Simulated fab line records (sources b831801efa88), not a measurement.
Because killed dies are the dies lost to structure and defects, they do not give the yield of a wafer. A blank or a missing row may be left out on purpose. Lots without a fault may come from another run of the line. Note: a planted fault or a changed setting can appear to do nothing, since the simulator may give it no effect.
One fault through the eyes of 2 desks | flow gf180mcu | every desk sees just its own numbers, and what lay behind them comes last

## METROLOGY DESK
What the gauges read for every lot (on any tool): the sampled wafers with a number, averaged. Any lot whose mean is over 4 standard deviations away from the usual mean is out of limits and marked OUT; that distance is given in the brackets.
Columns: A = V4_OVL at GF_V4_OVL_MEAS_15, usual 1 nm
lot  | first seen here | A
L540 | day 24 23:02    | 2
L541 | day 25 08:00    | -3
L542 | day 25 16:23    | -2
L543 | day 25 23:00    | 6
L544 | day 26 10:11    | 5
L545 | day 26 14:47    | -12
L546 | day 26 20:47    | 1
L547 | day 27 03:59    | 4
L549 | day 27 20:15    | 0
L551 | day 28 13:21    | -2
L557 | day 30 00:56    | 3
L561 | day 31 06:35    | -7
L562 | day 31 10:29    | -1
Result from this desk: across the 13 lots, nothing is out of limits.

## FOR THE TOOL OWNER'S DESK: plasmaAsher-04
The tool's own readings at GF_VT_IMPLANT_STRIP_09 (strips in O2/N2): means of the sampled wafers that have a number, for each lot that ran on this tool. Any lot whose mean is over 4 standard deviations away from the usual mean is out of limits and marked OUT; that distance is given in the brackets.
Columns: A = drypumpMotorCurrentA at GF_VT_IMPLANT_STRIP_09, usual 5.7 A; B = heaterPowerW at GF_VT_IMPLANT_STRIP_09, usual 346 W; C = oesProductAu at GF_VT_IMPLANT_STRIP_09, usual 0.716 a.u.; D = stripTimeToEndpointS at GF_VT_IMPLANT_STRIP_09, usual 12.659 s
lot  | first seen here | A   | B   | C     | D
L540 | day 5 23:18     | 5.5 | 374 | 0.717 | 12.659
L543 | day 6 17:15     | 5.5 | 377 | 0.716 | 12.679
L546 | day 7 10:43     | 5.5 | 375 | 0.715 | 12.709
L547 | day 7 16:33     | 5.5 | 374 | 0.712 | 12.673
L549 | day 8 05:07     | 5.5 | 371 | 0.719 | 12.654
L551 | day 8 20:57     | 5.5 | 370 | 0.709 | 12.700
L562 | day 11 15:05    | 5.5 | 373 | 0.714 | 12.647
Result from this desk: across the 7 lots, nothing is out of limits.

## BROUGHT TOGETHER
At the metrology desk, nothing out of limits was observed.
Nothing out of limits was seen by the tool owner's desk.

## WHAT THE SIMULATOR HAD PUT IN
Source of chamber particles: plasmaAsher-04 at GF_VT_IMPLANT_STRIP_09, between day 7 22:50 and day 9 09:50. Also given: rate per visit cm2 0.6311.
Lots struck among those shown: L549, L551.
